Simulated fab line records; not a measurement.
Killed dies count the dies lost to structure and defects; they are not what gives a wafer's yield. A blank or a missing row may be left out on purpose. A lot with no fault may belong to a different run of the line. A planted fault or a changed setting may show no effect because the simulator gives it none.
What tool caused it? | flow gf180mcu | 7 lots, 21 wafers sampled, at 4 steps of a route of 602

## WHAT THE GAUGES READ, wafer by wafer
GF_MIM_THK_MEAS_06.
lot  | measured     | on            | MIM_CVD_05_THK (nm)
L116 | day 24 16:24 | film-metro-02 | 41.4 42.1 41.6
L118 | day 25 15:13 | film-metro-02 | 42.9 42.5 42.4
L121 | day 26 16:01 | film-metro-01 | 42.0 42.7 42.6
L123 | day 27 06:58 | film-metro-03 | 41.3 41.4 42.1
L125 | day 27 18:07 | film-metro-02 | 41.5 42.2 42.5
L128 | day 28 18:25 | film-metro-03 | 41.7 40.8 42.0
L135 | day 30 18:11 | film-metro-02 | 41.6 42.4 42.4

## WHAT TOOL EACH LOT RAN ON (gives the tool, then ch and the chambers of the sampled wafers, and finally the start)
lot  | GF_V4_ETCH_17                                 | GF_V4_CVD_23                  | GF_MIM_SPUTTER_01
L116 | rie-diel-04 ch 1,2,3, day 24 15:33 or earlier | cvd-w-01 ch 0,1, day 24 15:33 | pvd-sputter-01, day 24 16:15
L118 | rie-diel-01 ch 1,2, day 25 14:22 or earlier   | cvd-w-02 ch 0,1, day 25 14:22 | pvd-sputter-01, day 25 15:02
L121 | rie-diel-02 ch 1,2, day 26 15:11 or earlier   | cvd-w-01 ch 0,1, day 26 15:11 | pvd-sputter-02, day 26 15:50
L123 | rie-diel-04 ch 1,2,3, day 27 06:08 or earlier | cvd-w-01 ch 0,1, day 27 06:08 | pvd-sputter-01, day 27 06:47
L125 | rie-diel-01 ch 1,2, day 27 17:17 or earlier   | cvd-w-01 ch 0,1, day 27 17:17 | pvd-sputter-03, day 27 17:56
L128 | rie-diel-04 ch 1,2,3, day 28 17:34 or earlier | cvd-w-01 ch 0, day 28 17:34   | pvd-sputter-02, day 28 18:16
L135 | rie-diel-02 ch 0,1,3, day 30 17:22 or earlier | cvd-w-01 ch 0,1, day 30 17:22 | pvd-sputter-01, day 30 18:01
- GF_V4_ETCH_17: etches SiO2 in C4F8/O2/Ar, stops on TiN, target depth 630 nm.
- GF_V4_CVD_23: deposits W, target thk 350 nm, time 104.9 s.
- GF_MIM_SPUTTER_01: material TiN, target thk 30 nm, time 25 s.

## THE ANSWER, worked out from the rows above alone
Rule: what is usual is taken from the lots themselves. The widest of any qualifying gaps counts: lots, ordered by their means at a reading, are off when they make up no more than a third of the lots, leave a main group of 4 or more, and stand apart from it by 3 or more times the standard deviation of that group's means. A main group whose means are all the same, to the digits that the tables above print for the reading, isn't used. A lot without any number at a reading at which 4 lots or more have one is off too. Where the step has rows for the other lots, those lots are counted as sound.
Nothing can be told from this: no lot is off at any reading shown.

## WHAT THE SIMULATOR HAD INSERTED
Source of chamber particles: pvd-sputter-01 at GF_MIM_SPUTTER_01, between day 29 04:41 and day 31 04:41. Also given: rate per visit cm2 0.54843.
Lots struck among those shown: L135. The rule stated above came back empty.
